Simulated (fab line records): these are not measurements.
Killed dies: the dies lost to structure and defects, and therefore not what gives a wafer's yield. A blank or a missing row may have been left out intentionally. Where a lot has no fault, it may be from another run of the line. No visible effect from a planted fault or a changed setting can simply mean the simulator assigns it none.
Matching of chambers -- flow sky130 -- SKY_PAD_OPEN_ETCH_07 on rie-diel-03: 4 sister chambers
The step etches the open film in CF4/O2, stops on AlCu, target depth 725 nm, time 161.1 s. 8 wafers are shown with their chamber, then 11 later ones without.

## WAFERS, EACH WITH ITS CHAMBER
wafer,chamber,drypump-motor-current-A (A),throttle-valve-pct (%)
L078.4,0,6.2,5.977
L088.1,2,6.1,5.969
L088.3,0,6.2,5.973
L088.4,1,4.8,5.964
L091.2,2,6.1,5.957
L091.3,3,5.4,5.943
L091.5,3,5.3,5.967
L092.2,1,4.8,5.954

## WAFERS MISSING THEIR CHAMBER
wafer,drypump-motor-current-A (A),throttle-valve-pct (%)
L092.4,6.2,5.969
L092.5,6.2,5.952
L093.2,6.2,5.966
L093.4,6.1,5.957
L093.6,4.8,5.965
L094.2,6.2,5.956
L094.3,4.8,5.964
L094.6,4.8,5.972
L096.1,4.8,5.963
L096.3,6.1,5.966
L096.4,6.2,5.961

## THE CHAMBER EACH PASSED THROUGH
wafer,from the rows above,in truth
L092.4,0,0
L092.5,can't be placed: 0 or 2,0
L093.2,can't be placed: 0 or 2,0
L093.4,2,2
L093.6,1,1
L094.2,can't be placed: 0 or 2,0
L094.3,1,1
L094.6,1,1
L096.1,1,1
L096.3,2,2
L096.4,can't be placed: 0 or 2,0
Placed correctly: 7 of 11. These rows do not allow placing 4 (true chamber among the candidates in 4). Placed wrongly: 0.
How it was worked out, from the rows above alone: a wafer's distance from a chamber is the root of the sum, over the readings, of the square of ((its reading less the chamber's mean) divided by the reading's scatter). The wafer belongs to the nearest chamber; if the next one is less than 2 further off, it can't be placed. The mean given for a chamber averages the wafers shown for that chamber. The scatter is the square root of a quotient: the sum, over the shown wafers, of each reading's squared deviation from its chamber's mean, divided by wafers minus chambers.
